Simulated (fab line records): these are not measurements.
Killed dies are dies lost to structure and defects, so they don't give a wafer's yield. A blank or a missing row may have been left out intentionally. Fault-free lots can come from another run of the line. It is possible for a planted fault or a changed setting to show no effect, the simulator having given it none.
fab line records	flow sky130
[record] lots = 10	wafers = 29	last-day = 50
route steps=708 shown POLY_CUT@318 VIA3@575 CAP2M@606
lots untouched by any fault: they come from a run of this same line in which no faults occurred
start-h: the number of hours between the record's first day and the start of the first shown wafer of the lot	wait-h: time in hours since the lot's previous step	" unchanged from the row above	L1.1+2: a single row standing in for several wafers	- no value, or no start was given	* or withheld: withheld	< > ~ a bound
route shown NAME@n: NAME is a module with steps in the file, n the number in the route of the first one	usual: mean and standard deviation over wafers with no fault	same: alike in all rows	chamber/n: place in a boat	sites: readings site by site	_std_site: the standard deviation of these	_edge_site: mean of outer sites minus mean of inner sites	radius-mm: how far each site lies from the wafer's centre	mask NAME#n: copy n	behind: the tool/chamber that last shaped the wafer	hold: cause of the lot's hold/its duration in hours/its outcome	device: transistor that didn't switch, given as n, p or np	end of line: the tests these same wafers got at the end of their route	a step given without rows: its recipe and nothing more	killed: dies lost to structure and defects at the first sort, not the wafer's yield	map: a wafer's dies, marking killed ones x, the rest . and places with no die _
set.NAME: setting as actually run; set.NAME@STEP: the setting as run at that earlier step	model.NAME: the simulator's own value behind a step, which no gauge read
the route's steps for a sample of lots (tables are steps, rows are wafers)
services: when a tool's chamber went out of use (start-h, in hours from the record's first day, below 0 if earlier), for how many hours, and the reason
[[steps]]
[step SKY_POLY_CUT_ETCH_11]
[recipe] target = Si3N4	chemistry = CF4/CH2F2/Ar	stop-on = poly-Si	source-w = 600	bias-w = 150	pressure-mtorr = 40	cf4-flow-sccm = 40	ch2f2-flow-sccm = 20	Ar_flow_sccm = 150	time-s = 42.5	target-depth-a = 600
[usual] cf4-flow-sccm = 39.99/0.12	drypump-motor-current-A = 5.9/0.43	mfc-ar-sccm = 150.1/0.47	oes-product-au = 0.829/0.0058	throttle-valve-pct = 14.995/0.0089
lot.wafer	tool	chamber	start-h	wait-h	cf4-flow-sccm	drypump-motor-current-A	mfc-ar-sccm	oes-product-au	rf-hours-counter-h	throttle-valve-pct
L683.1	rie-diel-01	3	549.32	0.0	40.15	6.1	150.1	0.819	2	14.996
L683.2	"	2	"	"	39.98	5.8	149.5	0.825	1	14.990
L683.3	"	0	"	"	40.17	6.0	151.0	0.824	3	14.998
L684.1	rie-diel-04	2	564.79	0.0	39.72	5.7	149.6	0.828	7	14.988
L684.2	"	3	"	"	40.20	6.6	150.5	0.824	0	14.994
L684.6	"	2	"	"	40.05	5.7	150.5	0.824	-	14.998
L686.1	rie-diel-04	1	604.42	0.0	39.86	6.2	150.5	0.826	2	14.992
L686.3	"	0	"	"	39.80	6.4	150.0	0.836	34	14.993
L686.6	"	0	"	"	39.95	6.4	150.1	0.823	-	14.994
L685.2	rie-diel-01	2	604.54	0.0	39.91	5.8	149.4	0.821	3	14.991
L685.3	"	0	"	"	40.23	6.0	150.1	0.837	4	14.998
L685.5	"	2	"	"	39.98	5.8	150.2	0.838	-	14.993
L688.2	rie-diel-04	3	604.86	0.0	39.99	6.6	149.4	0.817	1	15.005
L688.3	"	0	"	"	39.87	6.5	149.9	0.820	34	14.997
L688.4	"	2	"	"	39.96	5.7	150.4	0.822	8	14.994
L689.1	rie-diel-03	0	613.44	0.0	40.08	5.8	149.7	0.830	19	14.995
L689.2	"	1	"	"	40.06	5.6	150.4	0.827	16	14.980
L689.4	"	3	"	"	40.13	5.9	150.0	0.822	9	14.988
L690.1	rie-diel-04	3	618.57	0.0	39.78	6.6	150.8	0.829	1	14.995
L690.4	"	1	"	"	40.02	6.2	150.8	0.833	2	14.996
L690.5	"	1	"	"	39.99	6.2	150.4	0.832	-	15.006
L697.5	rie-diel-01	3	675.28	0.0	40.08	6.1	150.5	0.827	-	14.994
L697.6	"	1	"	"	39.83	5.0	149.4	0.825	-	14.999
L702.1	rie-diel-01	0	722.72	0.0	39.93	5.9	149.7	0.840	8	14.990
L702.2	"	2	"	"	40.12	5.7	149.6	0.831	5	14.991
L702.4	"	3	"	"	40.01	6.1	150.6	0.830	6	15.001
L706.2	rie-diel-03	0	743.27	0.0	39.96	5.8	149.9	0.828	23	15.008
L706.3	"	3	"	"	40.12	6.0	149.7	0.816	13	15.000
L706.5	"	2	"	"	40.01	5.4	150.5	0.826	-	14.988
[step SKY_POLY_CUT_STRIP_12]
[recipe] chemistry = O2/N2	power-w = 1400	pressure-mtorr = 1500	platen-temp-c = withheld	o2-flow-sccm = 3000	n2-flow-sccm = 300	overash-fraction = 0.5
[usual] drypump-motor-current-A = 5.7/0.52	oes-product-au = 0.452/0.0044	strip-time-to-endpoint-s = 5.365/0.019
lot.wafer	tool	chamber	start-h	wait-h	drypump-motor-current-A	oes-product-au	rf-hours-counter-h	strip-time-to-endpoint-s
L683.1	plasma-asher-01	1	549.36	0.0	6.6	0.453	85	5.357
L683.2	"	0	"	"	5.3	0.460	85	5.360
L683.3	"	0	"	"	5.3	0.444	-	5.373
L684.1	plasma-asher-02	1	564.83	0.0	5.1	0.447	13	5.350
L684.2	"	0	"	"	6.0	0.451	13	5.336
L684.6	"	0	"	"	6.0	0.449	-	5.372
L686.1	plasma-asher-02	1	604.46	0.0	5.1	0.458	17	5.355
L686.3	"	1	"	"	5.2	0.451	-	5.385
L686.6	"	0	"	"	6.1	0.456	-	5.364
L685.2	plasma-asher-04	1	604.58	0.0	5.1	0.446	81	5.370
L685.3	"	1	"	"	5.1	0.450	-	5.364
L685.5	"	0	"	"	6.1	0.450	-	5.342
L688.2	plasma-asher-02	1	604.90	0.0	5.1	0.452	17	5.337
L688.3	"	1	"	"	5.2	0.450	-	5.359
L688.4	"	0	"	"	6.0	0.451	-	5.314
L689.1	plasma-asher-01	0	613.48	0.0	5.3	0.448	91	5.344
L689.2	"	1	"	"	6.6	0.450	91	5.336
L689.4	"	1	"	"	6.6	0.456	-	5.338
L690.1	plasma-asher-02	0	618.61	0.0	6.0	0.449	18	5.363
L690.4	"	0	"	"	6.0	0.448	-	5.371
L690.5	"	1	"	"	5.1	0.451	-	5.363
L697.5	plasma-asher-04	1	675.36	0.1	5.2	0.450	-	5.397
L697.6	"	0	"	"	6.1	0.458	-	5.403
L702.1	plasma-asher-02	0	722.77	0.0	6.0	0.450	29	5.354
L702.2	"	1	"	"	5.1	0.446	29	5.343
L702.4	"	1	"	"	5.1	0.444	-	5.317
L706.2	plasma-asher-04	0	743.32	0.0	6.2	0.447	94	5.347
L706.3	"	1	"	"	5.1	0.460	-	5.345
L706.5	"	0	"	"	6.1	0.446	-	5.374
[step SKY_VIA3_CMP_02]
[recipe] material = SiO2	down-force-psi = 4	platen-rpm = 60	pad-velocity-m-s = 0.94248
[usual] motor-current-A = 11.8/1.1	retaining-ring-pressure-frac = 1.000/0.0049
lot.wafer	tool	chamber	start-h	wait-h	motor-current-A	retaining-ring-pressure-frac
L683.2	cmp-01	3	894.38	0.0	10.8	0.998
L683.3	"	1	"	"	13.4	0.991
L683.1	"	2	"	"	11.1	0.994
L684.1	cmp-01	0	906.31	0.1	11.1	1.011
L684.2	"	3	"	"	10.6	0.998
L684.6	"	0	"	"	11.5	1.002
L686.1	cmp-02	3	940.44	0.1	10.9	1.004
L686.3	"	1	"	"	13.5	1.003
L686.6	"	3	"	"	11.2	1.002
L685.3	cmp-02	2	943.96	0.0	11.6	1.003
L685.2	"	0	"	"	12.6	0.997
L685.5	"	2	"	"	11.7	1.008
L688.2	cmp-02	0	944.29	0.0	12.6	1.013
L688.3	"	2	"	"	12.0	0.998
L688.4	"	3	"	"	10.9	1.002
L689.4	cmp-02	1	947.40	0.0	12.7	0.999
L689.1	"	3	"	"	11.2	1.002
L689.2	"	0	"	"	12.1	0.994
L690.1	cmp-01	1	953.51	0.1	13.3	0.995
L690.4	"	3	"	"	11.0	0.997
L690.5	"	1	"	"	14.3	1.005
L697.5	cmp-01	2	1001.10	0.3	11.0	1.003
L697.6	"	3	"	"	10.6	0.995
L702.2	cmp-02	1	1038.53	0.0	13.6	0.996
L702.4	"	3	"	"	11.5	1.000
L702.1	"	0	"	"	12.7	0.998
L706.2	cmp-02	2	1053.03	0.1	12.0	1.009
L706.3	"	0	"	"	12.4	1.009
L706.5	"	2	"	"	11.8	1.001
[step SKY_VIA3_BOW_MEAS_03]
[recipe] mode = bow
[usual] VIA3_BOW = 80/7.3
lot.wafer	tool	chamber	start-h	wait-h	hold	VIA3_BOW[um]
L683.1	film-metro-03	-	894.68	0.1	-	90
L683.2	"	-	"	"	-	92
L683.3	"	-	"	"	-	89
L684.1	film-metro-03	-	906.61	0.2	-	81
L684.2	"	-	"	"	-	71
L684.6	"	-	"	"	-	71
L686.1	film-metro-04	-	940.74	0.2	-	84
L686.3	"	-	"	"	-	78
L686.6	"	-	"	"	-	72
L685.2	film-metro-03	-	944.28	0.2	-	86
L685.3	"	-	"	"	-	88
L685.5	"	-	"	"	-	70
L688.2	film-metro-03	-	944.61	0.3	-	91
L688.3	"	-	"	"	-	79
L688.4	"	-	"	"	-	99
L689.1	film-metro-03	-	947.70	0.1	-	82
L689.2	"	-	"	"	-	89
L689.4	"	-	"	"	-	83
L690.1	film-metro-02	-	953.76	0.2	-	86
L690.4	"	-	"	"	-	78
L690.5	"	-	"	"	-	84
L697.5	film-metro-03	-	1001.28	0.1	await-dispo/0.2h/release	75
L697.6	"	-	"	"	await-dispo/0.2h/release	90
L697.5	film-metro-03	-	1001.57	0.3	-	-
L697.6	"	-	"	"	-	-
L702.1	film-metro-02	-	1038.83	0.1	-	71
L702.2	"	-	"	"	-	83
L702.4	"	-	"	"	-	81
L706.2	film-metro-02	-	1053.30	0.2	-	82
L706.3	"	-	"	"	-	79
L706.5	"	-	"	"	-	71
[step SKY_VIA3_ETCH_15]
[recipe] target = SiO2	chemistry = C4F8/O2/Ar	target-depth-nm = 507	stop-on = TiN	mask-material = KrF-thick	source-w = 1500	bias-w = 1200	pressure-mtorr = 40	c4f8-flow-sccm = withheld	O2_flow_sccm = 6	Ar_flow_sccm = 300	time-s = 78
[usual] oes-product-au = 0.947/0.0046
lot.wafer	tool	chamber	start-h	wait-h	oes-product-au	rf-hours-counter-h
L683.1	rie-diel-03	3	919.69	0.0	0.948	18
L683.2	"	2	"	"	0.941	21
L683.3	"	1	"	"	0.950	26
L684.1	rie-diel-02	3	931.49	0.0	0.950	17
L684.2	"	0	"	"	0.946	9
L684.6	"	1	"	"	0.952	-
L686.1	rie-diel-01	3	966.36	0.0	0.939	13
L686.3	"	1	"	"	0.947	27
L686.6	"	3	"	"	0.945	-
L685.2	rie-diel-03	0	968.54	0.0	0.944	1
L685.3	"	3	"	"	0.945	20
L685.5	"	3	"	"	0.946	-
L688.2	rie-diel-02	1	969.56	0.0	0.945	17
L688.3	"	0	"	"	0.940	11
L688.4	"	3	"	"	0.951	-
L689.1	rie-diel-03	0	971.99	0.0	0.937	1
L689.2	"	2	"	"	0.945	23
L689.4	"	1	"	"	0.948	27
L690.1	rie-diel-03	0	977.30	0.0	0.952	1
L690.4	"	1	"	"	0.949	27
L690.5	"	0	"	"	0.950	-
L697.5	rie-diel-01	2	1024.33	0.0	0.949	-
L697.6	"	1	"	"	0.992	-
L702.1	rie-diel-01	3	1060.89	0.0	0.946	16
L702.2	"	2	"	"	0.951	15
L702.4	"	1	"	"	0.948	2
L706.2	rie-diel-03	1	1074.60	0.0	0.947	2
L706.3	"	2	"	"	0.941	27
L706.5	"	3	"	"	0.949	-
[step SKY_CAP2M_RS_MEAS_03]
[recipe] thk-meas-gauge = four-point-probe	reads = TiN_of_CAP2M_SPUTTER_02
[usual] CAP2M_TIN_RS = 6.88/0.061
lot.wafer	tool	chamber	start-h	wait-h	CAP2M_TIN_RS[ohm/sq]
L683.1	film-metro-01	-	921.35	0.1	6.85
L683.2	"	-	"	"	6.93
L683.3	"	-	"	"	6.87
L684.1	film-metro-02	-	933.18	0.1	6.95
L684.2	"	-	"	"	6.99
L684.6	"	-	"	"	6.95
L686.1	film-metro-04	-	968.06	0.1	6.91
L686.3	"	-	"	"	6.88
L686.6	"	-	"	"	6.88
L685.2	film-metro-02	-	970.22	0.1	6.95
L685.3	"	-	"	"	6.90
L685.5	"	-	"	"	6.91
L688.2	film-metro-01	-	971.29	0.1	6.78
L688.3	"	-	"	"	6.79
L688.4	"	-	"	"	6.81
L689.1	film-metro-04	-	973.81	0.1	6.93
L689.2	"	-	"	"	6.96
L689.4	"	-	"	"	6.92
L690.1	film-metro-02	-	979.03	0.1	6.91
L690.4	"	-	"	"	6.86
L690.5	"	-	"	"	6.86
L697.5	film-metro-02	-	1026.04	0.1	6.92
L697.6	"	-	"	"	6.91
L702.1	film-metro-01	-	1062.59	0.1	6.80
L702.2	"	-	"	"	6.77
L702.4	"	-	"	"	6.72
L706.2	film-metro-04	-	1076.29	0.1	6.87
L706.3	"	-	"	"	6.94
L706.5	"	-	"	"	6.92
[[services]]
tool	chamber	start-h	hours	kind
rie-diel-01	0	539.95	9.0	repair
rie-diel-03	-	541.53	0.6	repair
rie-diel-03	0	567.84	14.6	repair
rie-diel-01	3	576.54	7.7	repair
rie-diel-01	2	659.95	17.0	repair
rie-diel-01	3	666.97	3.3	repair
rie-diel-01	-	697.89	0.7	repair
rie-diel-01	2	730.63	6.1	repair
rie-diel-01	1	832.77	18.1	repair
rie-diel-01	-	837.55	4.0	pm
rie-diel-01	-	842.88	15.6	pm
rie-diel-03	1	874.19	2.0	repair
rie-diel-01	0	888.72	12.8	repair
rie-diel-01	3	903.81	2.4	repair
rie-diel-01	1	912.42	3.0	repair
rie-diel-01	1	916.68	2.7	repair
rie-diel-01	2	930.07	5.0	repair
rie-diel-01	1	936.56	8.7	repair
rie-diel-03	-	954.90	4.3	pm
rie-diel-01	2	965.75	3.7	repair
rie-diel-03	1	994.32	2.9	repair
rie-diel-03	-	1006.03	2.8	pm
rie-diel-01	0	1029.56	4.7	repair
rie-diel-03	0	1064.71	21.0	repair
[[key]]
[first-sign] step = SKY_VIA3_BOW_MEAS_03	reading = visit	direction = added
[effect] step = SKY_VIA3_ETCH_15	reading = oes-product-au	direction = up	sigmas = 10	usual = 0.947	struck = 0.992
met-at SKY_VIA3_CMP_02
struck-lots L697
struck-wafers L697.6
not-acting-at SKY_POLY_CUT_ETCH_11,SKY_POLY_CUT_STRIP_12,SKY_CAP2M_RS_MEAS_03
onset-between 953.51 1001.10
[fault] kind = process-parameter-drift	tool = cmp-01	chamber = -	onset-h = 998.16	steps = SKY_VIA3_CMP_02	channel = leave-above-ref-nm	offset = 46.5	shape = step	end-h = 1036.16	scope = struck-wafers-only	acts-in = these-recipes-only	stated = 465
